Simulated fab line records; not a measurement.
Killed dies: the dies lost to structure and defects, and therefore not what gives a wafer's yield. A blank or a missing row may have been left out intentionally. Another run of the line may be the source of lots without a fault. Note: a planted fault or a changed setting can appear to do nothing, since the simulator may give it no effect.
Comparing a struck lot with a sound one / flow sky130 / 17 out of 708 route steps
Sound: the wafers L429.1, L429.2, L429.5. Wafers L421.1, L421.5, L421.6 were the ones struck. The cause is named last.
Per side, at each step with rows, come the tool, then ch with its chambers, and then its first start. Under that, the readings that differ: sound wafers / struck wafers / difference of the means / sigmas: that difference in standard deviations of wafers without a fault.
alike: readings whose means differ by less than 2 such deviations, and words and numbers that are the same on both sides. not compared: withheld readings, readings that some wafer has no value for, bounds like >300 that may hide the same value, and numbers for which the record gives no deviation and whose values overlap.
A row with sigmas, a row that says differs or no value, or rows on one side alone: a step with any of these is where the two part. Non-overlapping numbers with no deviation appear without sigmas and do not part them. A reading that every wafer of one side lacks parts them only if that side has two wafers or more.

SKY_VT_ADJUST_HVTR_OVL_MEAS_08:
  sound on overlay-01, day 13 19:08; struck on overlay-02, day 11 03:56
  alike: VT_ADJUST_HVTR_OVL
next, for these wafers, 1 step has no rows: SKY_VT_ADJUST_HVTR_IMPLANT_09.
SKY_VT_ADJUST_HVTR_STRIP_10: strips in O2/N2.
  sound on plasma-asher-02 ch 0,1, day 13 19:19; struck on plasma-asher-04 ch 0,1, day 11 04:07
  alike: drypump-motor-current-A, oes-product-au, strip-time-to-endpoint-s
  not compared: rf-hours-counter-h
SKY_VT_ADJUST_HVTR_TW_MEAS_11:
  sound on film-metro-01, day 13 19:25; struck on film-metro-03, day 11 04:13
  alike: VT_ADJUST_HVTR_TW
then, 7 steps without rows for these wafers: SKY_VT_ADJUST_PCH_DEHYDRATE_00 (time 60 s); SKY_VT_ADJUST_PCH_HMDS_01 (prime time 60 s); SKY_VT_ADJUST_PCH_COAT_02 (resist thk 3000 nm); SKY_VT_ADJUST_PCH_SOFTBAKE_03; SKY_VT_ADJUST_PCH_EXPOSE_04 (exposes mask NWM, target cd 840 nm); SKY_VT_ADJUST_PCH_PEB_05; SKY_VT_ADJUST_PCH_DEVELOP_06 (develop time 60 s).
SKY_VT_ADJUST_PCH_OVL_MEAS_07:
  sound on overlay-01, day 14 20:50; struck on overlay-01, day 12 04:23
  alike: VT_ADJUST_PCH_OVL
SKY_VT_ADJUST_PCH_IMPLANT_08:
  sound on implanter-03 ch 0, day 14 20:53; struck on implanter-01 ch 0, day 12 04:26
reading=beam-on-s (s); sound=10.14 10.11 10.16; struck=11.77 11.67 11.96; difference=+1.66; sigmas=+8
reading=end-station-pressure-torr (Torr); sound=4.87e-06 5.04e-06 4.69e-06; struck=8.028e-05 8.666e-05 9.176e-05; difference=+8.137e-05; sigmas=+99 or more
reading=faraday-current-uA; sound=2.79 2.79 2.78; struck=2.38 2.40 2.33; difference=-0.42; sigmas=-7
  alike: dose-ions-cm2
SKY_VT_ADJUST_PCH_STRIP_09: strips in O2/N2.
  sound on plasma-asher-01 ch 0,1, day 14 21:11; struck on plasma-asher-03 ch 0,1, day 12 04:35
  alike: drypump-motor-current-A, oes-product-au, strip-time-to-endpoint-s
  not compared: rf-hours-counter-h
SKY_VT_ADJUST_PCH_TW_MEAS_10:
  sound on film-metro-02, day 14 21:17; struck on film-metro-03, day 12 04:41
reading=VT_ADJUST_PCH_TW; sound=141.9 142.2 142.4; struck=149.2 149.1 148.9; difference=+6.9; sigmas=+9
then, 1 step without rows for these wafers: SKY_SONOS_TUNNEL_DEHYDRATE_00 (time 60 s).
-- a jump in the record: the struck wafers' starts before and after are 37 days apart (it breaks off in module SONOS_TUNNEL and resumes in module PAD_OPEN, where the first step shown is number 708 of the route) --
SKY_PAD_OPEN_PROBE_99:
  sound on prober-02, day 49 19:12; struck on prober-01, day 49 13:52
reading=model.etest.pfet-g5v0d10v5.off-log10-a-um; sound=-12.75 -12.8 -12.66; struck=-12.38 -12.19 -11.73; difference=+0.64; sigmas=
reading=model.etest.pfet-g5v0d10v5.vt-sat-v (V); sound=-0.6509 -0.6392 -0.6408; struck=-0.6038 -0.6121 -0.5692; difference=+0.0486; sigmas=
reading=model.etest.pfet_16v.vt-v (V); sound=-1.1 -1.095 -1.097; struck=-1.036 -1.046 -1.04; difference=+0.057; sigmas=
reading=model.etest.pfet-g5v0d10v5.vt-v (V); sound=-0.8407 -0.8292 -0.8264; struck=-0.8132 -0.8158 -0.7873; difference=+0.0267; sigmas=
reading=model.etest.pfet-g5v0d10v5.vt-long-v (V); sound=-0.9243 -0.9245 -0.9185; struck=-0.8762 -0.8831 -0.8821; difference=+0.0420; sigmas=
reading=model.etest.pfet_01v8_lvt.vt-sat-v (V); sound=-0.4237 -0.4275 -0.4219; struck=-0.4108 -0.4117 -0.4019; difference=+0.0162; sigmas=
reading=model.etest.pfet_01v8_lvt.vt-v (V); sound=-0.5222 -0.5239 -0.5169; struck=-0.4997 -0.5013 -0.4959; difference=+0.0220; sigmas=
reading=model.etest.pfet_01v8_lvt.vt-long-v (V); sound=-0.6461 -0.6453 -0.642; struck=-0.6245 -0.6201 -0.6209; difference=+0.0226; sigmas=
  alike: killed_at_M0_to_M3, killed_at_M4_up, killed-at-contacts, killed-at-front-end, killed-at-other, killed-dies, killed-open, killed-short

== WHERE THEY PART ==
Last at SKY_VT_ADJUST_PCH_TW_MEAS_10 as far as this record goes, first at SKY_VT_ADJUST_PCH_IMPLANT_08. Later steps at which nothing parts them and some readings are alike: SKY_PAD_OPEN_PROBE_99.

WHY: the cause the simulator had injected
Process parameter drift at SKY_VT_ADJUST_PCH_IMPLANT_08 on implanter-01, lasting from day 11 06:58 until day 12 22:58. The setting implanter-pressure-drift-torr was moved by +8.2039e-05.
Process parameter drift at SKY_VT_ADJUST_PCH_IMPLANT_08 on implanter-01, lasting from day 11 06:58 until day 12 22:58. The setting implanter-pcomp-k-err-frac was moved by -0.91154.
